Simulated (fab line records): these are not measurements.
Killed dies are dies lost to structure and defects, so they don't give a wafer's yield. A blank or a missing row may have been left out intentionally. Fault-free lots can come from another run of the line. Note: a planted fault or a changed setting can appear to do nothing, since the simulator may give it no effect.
Problem report, 8D (eight disciplines) form, completed by code | flow sky130 | the parts of the form that need people (team, actions taken, sign-off) are left out

1. PROBLEM STATEMENT
VT_ADJUST_HVTR_TW at SKY_VT_ADJUST_HVTR_TW_MEAS_11 reads a mean of 199.2 on 9 wafers of 3 lots; wafers without a fault read 211.6 with a standard deviation of 1.1. Relative to the usual mean, that is a shift of -11 standard deviations.
The first sign was on wafer L443.4 at day 12 16:25, on film metro-01. At this step, 36 wafers from 12 lots have a number in the record. By rule, "out" or "out of limits" means more than 4 standard deviations away from the usual mean. Any other wafer with a number is counted as sound.

2. WHAT IT IS, AND WHAT IT ISN'T
question                    | is                           | is not
which readings at this step | VT_ADJUST_HVTR_TW            | -
which lots                  | L443, L444, L447             | L435, L438, L448, L449, L451, L453, L454, L455, L456
which wafers of those lots  | all that have a number       | -
read on which gauges        | film metro-01, film metro-02 | film metro-03
when                        | from day 12 16:25            | up to then (6 sound wafers); but 21 sound wafers of L448, L449, L451, L453, L454, L455, L456 came after

3. SUSPECTS, AND WHAT RULES EACH OUT
Counting: a tool stays on the suspect list if, at a process step up to the reading, it processed all lots that are out and no sound lot following the first of them.
- the gauge at SKY_VT_ADJUST_HVTR_TW_MEAS_11 has been ruled out. The wafers that are out were read on 2 gauges (film metro-01, film metro-02).
- implanter-04 at SKY_VT_ADJUST_HVTR_IMPLANT_09: kept. It processed each lot that is out, first L443 at day 12 16:12, and no sound lot thereafter; up to then, the last sound lot it processed was L438 at day 10 20:54. On those wafers its own readings are out: dose ions cm2, faraday current uA.
The count leaves implanter-04 at SKY_VT_ADJUST_HVTR_IMPLANT_09.

4. THE CAUSE (what the simulator had put in)
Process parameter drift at SKY_VT_ADJUST_HVTR_IMPLANT_09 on implanter-04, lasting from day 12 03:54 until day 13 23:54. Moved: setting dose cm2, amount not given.
Only this tool survived the counting.

5. THE CHAIN OF EFFECTS, in route order
Each row: a reading whose mean over the struck wafers that have a number lies more than 3 standard deviations from the usual. Readings are gone through only where the record gives a usual standard deviation; hours: the median, over the lots, of the time from a lot's start at the first step in this table giving one to that lot's start at this step; sigmas: the change measured in usual standard deviations.
hours | step                          | reading            | usual      | on struck wafers | change      | sigmas
0     | SKY_VT_ADJUST_HVTR_IMPLANT_09 | dose ions cm2      | 2.1001e+12 | 1.6788e+12       | -4.2126e+11 | -99 or more
0     | SKY_VT_ADJUST_HVTR_IMPLANT_09 | faraday current uA | 11.85      | 9.46             | -2.39       | -10
0     | SKY_VT_ADJUST_HVTR_TW_MEAS_11 | VT_ADJUST_HVTR_TW  | 211.6      | 199.2            | -12.4       | -11
It contains these process steps:
- SKY_VT_ADJUST_HVTR_IMPLANT_09

6. HOW IT WOULD HAVE BEEN CAUGHT EARLIER
In this record the first reading out of limits at a measuring or inspecting step was taken at day 12 16:25, 13 hours after the fault began at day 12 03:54.
Tool's own readings at SKY_VT_ADJUST_HVTR_IMPLANT_09, dose ions cm2, faraday current uA: out on all struck wafers the step has rows for; an alarm limit on them would have tripped on the first.
Lots out: 3; of these, L444, L447 started SKY_VT_ADJUST_HVTR_IMPLANT_09 on implanter-04 after day 12 16:25. A hold on the tool at that time would have spared those 2.
